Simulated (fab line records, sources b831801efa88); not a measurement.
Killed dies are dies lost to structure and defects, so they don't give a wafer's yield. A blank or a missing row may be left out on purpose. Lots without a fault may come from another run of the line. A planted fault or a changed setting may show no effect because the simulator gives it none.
Tool commonality check | flow gf180mcu | 13 lots, 39 wafers sampled

WHY IT WAS OPENED
At GF_VT_IMPLANT_TW_MEAS_32 the reading VT_IMPLANT_3_TW is flagged on 2 of 13 lots. Wafers without a fault read 269.1, standard deviation 2.
Rule: a lot is flagged when every wafer of it that has a number lies more than 4 standard deviations from that mean, or none has a number. The other lots count as sound.

lot  | measured     | on            | VT_IMPLANT_3_TW, wafer by wafer | flag
L532 | day 6 21:02  | film_metro-04 | 265.9 268.2 265.4               |
L534 | day 7 10:37  | film_metro-01 | 270.7 270.0 269.7               |
L536 | day 8 00:36  | film_metro-04 | 267.2 266.5 265.4               |
L537 | day 8 07:40  | film_metro-04 | 265.3 265.8 266.0               |
L538 | day 8 15:02  | film_metro-03 | 271.0 270.9 272.1               |
L539 | day 8 18:11  | film_metro-04 | 267.1 267.3 267.6               |
L540 | day 9 01:32  | film_metro-04 | 267.8 267.8 267.2               |
L544 | day 10 05:27 | film_metro-03 | 271.8 271.6 271.5               |
L549 | day 11 12:11 | film_metro-01 | 204.7 204.1 205.8               | FLAGGED
L550 | day 12 01:25 | film_metro-03 | 270.4 270.4 269.8               |
L551 | day 12 02:37 | film_metro-04 | 202.8 202.7 203.8               | FLAGGED
L552 | day 12 07:16 | film_metro-01 | 270.1 269.5 271.3               |
L554 | day 12 22:35 | film_metro-01 | 270.8 270.6 271.3               |
The numbers of the flagged lots are 204.0 on average: -65.1 against the usual, or -33 standard deviations.

WHICH TOOL RAN EACH LOT
The record holds 1 process step before the reading, out of a route of 602 steps. In each cell: the tool, then ch and the chambers that the sampled wafers went through, then the start.
lot  | flag    | GF_VT_IMPLANT_IMPLANT_30
L532 |         | implanter-01 ch 0, day 6 20:48
L534 |         | implanter-01 ch 0, day 7 10:22
L536 |         | implanter-04 ch 0, day 8 00:21
L537 |         | implanter-03 ch 0, day 8 07:25
L538 |         | implanter-03 ch 0, day 8 14:47
L539 |         | implanter-03 ch 0, day 8 17:58
L540 |         | implanter-01 ch 0, day 9 01:19
L544 |         | implanter-03 ch 0, day 10 05:14
L549 | FLAGGED | implanter-03 ch 0, day 11 11:58
L550 |         | implanter-04 ch 0, day 12 01:10
L551 | FLAGGED | implanter-03 ch 0, day 12 02:23
L552 |         | implanter-01 ch 0, day 12 07:02
L554 |         | implanter-04 ch 0, day 12 22:20
What these steps do:
- GF_VT_IMPLANT_IMPLANT_30
- GF_VT_IMPLANT_TW_MEAS_32

FLAGGED OVER TOTAL, TOOL BY TOOL (the gauges that took the reading come last)
step                     | tool          | lots run | flagged | share of the flagged lots | sound lots run after its first flagged lot
GF_VT_IMPLANT_IMPLANT_30 | implanter-01  | 4        | 0       | none                      | -
GF_VT_IMPLANT_IMPLANT_30 | implanter-03  | 6        | 2       | all                       | 0
GF_VT_IMPLANT_IMPLANT_30 | implanter-04  | 3        | 0       | none                      | -
GF_VT_IMPLANT_TW_MEAS_32 | film_metro-01 | 4        | 1       | some                      | 2 (L552,L554)
GF_VT_IMPLANT_TW_MEAS_32 | film_metro-03 | 3        | 0       | none                      | -
GF_VT_IMPLANT_TW_MEAS_32 | film_metro-04 | 6        | 1       | some                      | 0

WHAT THE TABLE ALLOWS
1 row of the table ran every flagged lot: implanter-03 at GF_VT_IMPLANT_IMPLANT_30.
- implanter-03 at GF_VT_IMPLANT_IMPLANT_30: 2 of its 6 lots flagged. Its last sound lot is L544 (day 10 05:14), its first flagged lot L549 (day 11 11:58): a fault that began between those two fits. Its own readings lie more than 4 standard deviations out on every wafer of the flagged lots: dose_ions_cm2, faraday_current_uA.
One tool is left: implanter-03 at GF_VT_IMPLANT_IMPLANT_30.

WHAT THE SIMULATOR HAD PUT IN
Process parameter drift: implanter-03, from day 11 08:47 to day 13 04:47, at GF_VT_IMPLANT_IMPLANT_30. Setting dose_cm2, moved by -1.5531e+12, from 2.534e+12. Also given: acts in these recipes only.
Lots struck among those shown: L549, L551. The rule above found the same.
